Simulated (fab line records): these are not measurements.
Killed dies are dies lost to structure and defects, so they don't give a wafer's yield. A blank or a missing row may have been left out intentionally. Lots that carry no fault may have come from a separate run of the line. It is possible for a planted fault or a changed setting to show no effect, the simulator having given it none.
Which of the tools did it? | flow sky130 | Sampling: 13 lots, 39 wafers, 3 of 708 route steps

== WHAT EACH GAUGE READ, for each wafer ==
SKY_VIA2_BOW_MEAS_03.
lot  | measured     | on            | VIA2_BOW (um)
L273 | day 35 00:50 | film-metro-02 | 85 87 92
L275 | day 36 01:57 | film-metro-03 | 88 86 87
L278 | day 36 15:01 | film-metro-01 | 79 99 92
L279 | day 37 00:58 | film-metro-03 | 87 87 98
L283 | day 38 18:04 | film-metro-03 | 90 98 97
L284 | day 39 00:52 | film-metro-03 | 95 71 81
L286 | day 39 10:06 | film-metro-03 | 87 78 83
L287 | day 39 10:38 | film-metro-03 | 82 89 88
L289 | day 40 03:49 | film-metro-01 | 84 82 87
L291 | day 40 13:50 | film-metro-03 | 86 92 88
L292 | day 40 15:50 | film-metro-03 | 90 93 92
L293 | day 40 23:02 | film-metro-02 | 87 90 84
L296 | day 41 18:43 | film-metro-01 | 81 85 93

SKY_VIA3_OVL_MEAS_13.
lot  | measured     | on         | VIA3_OVL (nm)
L273 | day 39 11:55 | overlay-01 | 4 4 6
L275 | day 40 10:47 | overlay-01 | -4 -1 -11
L278 | day 40 22:26 | overlay-01 | 0 -1 -5
L279 | day 41 08:40 | overlay-02 | 6 0 -1
L283 | day 42 22:16 | overlay-01 | 7 3 6
L284 | day 43 05:17 | overlay-02 | 6 -1 0
L286 | day 43 13:05 | overlay-01 | -1 -8 -8
L287 | day 43 13:46 | overlay-02 | 1 -3 -5
L289 | day 44 05:36 | overlay-01 | 0 -3 -9
L291 | day 44 15:25 | overlay-02 | -1 -3 2
L292 | day 44 18:13 | overlay-01 | 0 9 6
L293 | day 44 22:56 | overlay-01 | 2 7 4
L296 | day 45 19:25 | overlay-02 | 4 7 -2

== EACH LOT AND THE TOOL THAT RAN IT (in order: tool; ch and the chambers of the sampled wafers; start) ==
lot  | SKY_METAL3_STRIP_20
L273 | wet-bench-04 ch 0, day 38 09:56
L275 | wet-bench-03 ch 0, day 39 09:34
L278 | wet-bench-04 ch 3, day 39 21:07
L279 | wet-bench-04 ch 3, day 40 07:28
L283 | wet-bench-01 ch 0, day 41 21:10
L284 | wet-bench-04 ch 2, day 42 04:37
L286 | wet-bench-03 ch 1, day 42 12:34
L287 | wet-bench-03 ch 2, day 42 13:13
L289 | wet-bench-01 ch 1, day 43 05:25
L291 | wet-bench-03 ch 1, day 43 15:13
L292 | wet-bench-03 ch 0, day 43 18:16
L293 | wet-bench-01 ch 1, day 43 23:49
L296 | wet-bench-01 ch 2, day 44 20:55
- SKY_METAL3_STRIP_20: strips in post etch residue remover, time 1200 s.

== AS READ BY THE TOOLS THEMSELVES (means over the sampled wafers that have a number; for cases with no such wafer, the mark the record gives instead) ==
SKY_METAL3_STRIP_20.
lot  | tool         | bath-guard-temp-C (C) | bath-heat-duty-pct (%)
L273 | wet-bench-04 | 72.1                  | 17.7
L275 | wet-bench-03 | 72.9                  | 17.8
L278 | wet-bench-04 | 72.6                  | 14.9
L279 | wet-bench-04 | 72.7                  | 14.3
L283 | wet-bench-01 | 73.1                  | 13.0
L284 | wet-bench-04 | 72.1                  | 17.4
L286 | wet-bench-03 | 72.5                  | 15.8
L287 | wet-bench-03 | 72.0                  | 15.6
L289 | wet-bench-01 | 72.9                  | 15.1
L291 | wet-bench-03 | -                     | -
L292 | wet-bench-03 | -                     | -
L293 | wet-bench-01 | -                     | -
L296 | wet-bench-01 | 71.9                  | 14.3

== THE ANSWER, worked out from the rows above alone ==
Rule: what is usual is taken from the lots themselves. The widest of any qualifying gaps counts: lots, ordered by their means at a reading, are off when they make up no more than a third of the lots, leave a main group of 4 or more, and stand apart from it by 3 or more times the standard deviation of that group's means. If all means in a main group match to the digits the tables above print for the reading, that group is not used. A lot without any number at a reading at which 4 lots or more have one is off too. Where the step has rows for the other lots, those lots are counted as sound. Order of review: gauges by route order, followed by the tools' own readings, for which a lot's mean as printed above is used. The first step at which some lot is off is used, and at that step the reading that is off furthest; a lot without a number counts as furthest.
Off: L291, L292, L293, at SKY_METAL3_STRIP_20 (bath-guard-temp-C). Without a number there: L291, L292, L293. For the main group the mean is 72.5 C and the standard deviation 0.41.
A tool fits if, at that step or a process step before it, it ran every lot that is off, and no sound lot after the first of them. None of those tried fits.

== WHAT THE SIMULATOR PUT IN ==
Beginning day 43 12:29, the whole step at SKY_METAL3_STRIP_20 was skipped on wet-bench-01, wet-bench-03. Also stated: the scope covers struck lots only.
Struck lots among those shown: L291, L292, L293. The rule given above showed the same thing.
